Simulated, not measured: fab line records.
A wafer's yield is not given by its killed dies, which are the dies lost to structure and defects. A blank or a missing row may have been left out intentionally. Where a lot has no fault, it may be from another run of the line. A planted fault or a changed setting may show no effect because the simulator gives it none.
Chamber matching	flow gf180mcu	4 sister chambers for GF_V1_ETCH_16 on rie_diel-04
The step etches BARC in N2/H2. 4 wafers are shown with their chamber, then 9 later ones without.

WAFERS WITH THEIR CHAMBER
wafer	chamber	drypump_motor_current_A (A)
L707.5	1	4.8
L707.6	2	6.0
L709.5	3	5.4
L709.6	0	5.6

WAFERS WITH NO CHAMBER GIVEN
wafer	drypump_motor_current_A (A)
L712.3	5.6
L712.4	6.0
L712.5	4.8
L722.1	5.6
L722.3	4.8
L722.6	5.9
L723.2	5.6
L723.3	5.4
L723.4	6.0

CHAMBER TAKEN BY EACH
wafer	from the rows above	in truth
L712.3	0	0
L712.4	2	2
L712.5	1	1
L722.1	0	0
L722.3	1	1
L722.6	2	2
L723.2	0	0
L723.3	3	3
L723.4	2	2
Correctly placed: 9 of 9. Can't be placed from these rows: 0. Wrongly placed: 0.
How it was worked out, from the rows above alone: a wafer's distance from a chamber is the root of the sum, over the readings, of the square of ((its reading less the chamber's mean) divided by the reading's scatter). The wafer belongs to the nearest chamber; if the next one is less than 2 further off, it can't be placed. A chamber's mean is the mean of its shown wafers. The scatter: with one shown wafer a chamber, the root of the mean of the squares of how far each hidden wafer lies from its nearest shown one.
